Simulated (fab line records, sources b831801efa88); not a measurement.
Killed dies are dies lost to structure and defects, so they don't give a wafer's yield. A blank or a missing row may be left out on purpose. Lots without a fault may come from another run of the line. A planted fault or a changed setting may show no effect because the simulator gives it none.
Tool commonality check | flow sky130 | 12 lots, 39 wafers sampled

WHY IT WAS OPENED
At SKY_SONOS_TUNNEL_TW_MEAS_12 the reading SONOS_TUNNEL_TW is flagged on 1 of 12 lots. Wafers without a fault read 197.1, standard deviation 1.3.
Rule: a lot is flagged when every wafer of it that has a number lies more than 4 standard deviations from that mean, or none has a number. The other lots count as sound.

lot  | measured     | on            | SONOS_TUNNEL_TW, wafer by wafer | flag
L358 | day 11 13:13 | film_metro-04 | 197.2 196.4 196.8               |
L359 | day 11 17:25 | film_metro-03 | 195.5 195.5 196.1               |
L360 | day 11 22:40 | film_metro-02 | 198.2 198.5 198.4               |
L362 | day 12 18:50 | film_metro-03 | 197.7 195.6 196.5               |
L363 | day 13 00:52 | film_metro-04 | 29.9 29.7 29.9 29.9 29.8 29.9   | FLAGGED
L364 | day 13 09:05 | film_metro-03 | 195.8 194.6 196.6               |
L375 | day 17 02:40 | film_metro-04 | 197.4 197.0 196.6               |
L376 | day 17 10:11 | film_metro-03 | 196.6 197.5 198.3               |
L377 | day 17 15:18 | film_metro-03 | 196.6 196.2 197.1               |
L378 | day 17 21:08 | film_metro-03 | 197.9 197.7 195.6               |
L379 | day 18 06:15 | film_metro-03 | 194.6 194.9 196.5               |
L380 | day 19 16:00 | film_metro-02 | 196.6 196.9 197.4               |
The numbers of the flagged lots are 29.8 on average: -167.2 against the usual, or -99 or more standard deviations.

WHICH TOOL RAN EACH LOT
The record holds 1 process step before the reading, out of a route of 708 steps. In each cell: the tool, then ch and the chambers that the sampled wafers went through, then the start.
lot  | flag    | SKY_SONOS_TUNNEL_EXPOSE_04
L358 |         | iline_stepper-01 ch 0, day 11 02:17
L359 |         | iline_stepper-01 ch 0, day 11 06:04
L360 |         | iline_stepper-01 ch 0, day 11 11:15
L362 |         | iline_stepper-01 ch 0, day 12 06:58
L363 | FLAGGED | iline_stepper-01 ch 0, day 12 12:10
L364 |         | iline_stepper-01 ch 0, day 12 20:17
L375 |         | iline_stepper-02 ch 0, day 16 12:08
L376 |         | iline_stepper-01 ch 0, day 16 19:57
L377 |         | iline_stepper-01 ch 0, day 17 01:01
L378 |         | iline_stepper-02 ch 0, day 17 06:00
L379 |         | iline_stepper-01 ch 0, day 17 15:07
L380 |         | iline_stepper-01 ch 0, day 19 00:49
What these steps do:
- SKY_SONOS_TUNNEL_EXPOSE_04: exposes mask TUNM, target cd 410 nm.
- SKY_SONOS_TUNNEL_TW_MEAS_12

FLAGGED OVER TOTAL, TOOL BY TOOL (the gauges that took the reading come last)
step                        | tool             | lots run | flagged | share of the flagged lots | sound lots run after its first flagged lot
SKY_SONOS_TUNNEL_EXPOSE_04  | iline_stepper-01 | 10       | 1       | all                       | 5 (L364,L376,L377,L379,L380)
SKY_SONOS_TUNNEL_EXPOSE_04  | iline_stepper-02 | 2        | 0       | none                      | -
SKY_SONOS_TUNNEL_TW_MEAS_12 | film_metro-02    | 2        | 0       | none                      | -
SKY_SONOS_TUNNEL_TW_MEAS_12 | film_metro-03    | 7        | 0       | none                      | -
SKY_SONOS_TUNNEL_TW_MEAS_12 | film_metro-04    | 3        | 1       | all                       | 1 (L375)

WHAT THE TABLE ALLOWS
2 rows of the table ran every flagged lot: iline_stepper-01 at SKY_SONOS_TUNNEL_EXPOSE_04, film_metro-04 at SKY_SONOS_TUNNEL_TW_MEAS_12.
- iline_stepper-01 at SKY_SONOS_TUNNEL_EXPOSE_04: 1 of its 10 lots flagged. Sound lots ran on it after the first flagged one (L364, L376, L377, L379, L380), which a lasting fault on the whole tool wouldn't allow.
- film_metro-04 at SKY_SONOS_TUNNEL_TW_MEAS_12: 1 of its 3 lots flagged. Sound lots ran on it after the first flagged one (L375), which a lasting fault on the whole tool wouldn't allow.
No row of the table ran every flagged lot and no sound lot after the first.

WHAT THE SIMULATOR HAD PUT IN
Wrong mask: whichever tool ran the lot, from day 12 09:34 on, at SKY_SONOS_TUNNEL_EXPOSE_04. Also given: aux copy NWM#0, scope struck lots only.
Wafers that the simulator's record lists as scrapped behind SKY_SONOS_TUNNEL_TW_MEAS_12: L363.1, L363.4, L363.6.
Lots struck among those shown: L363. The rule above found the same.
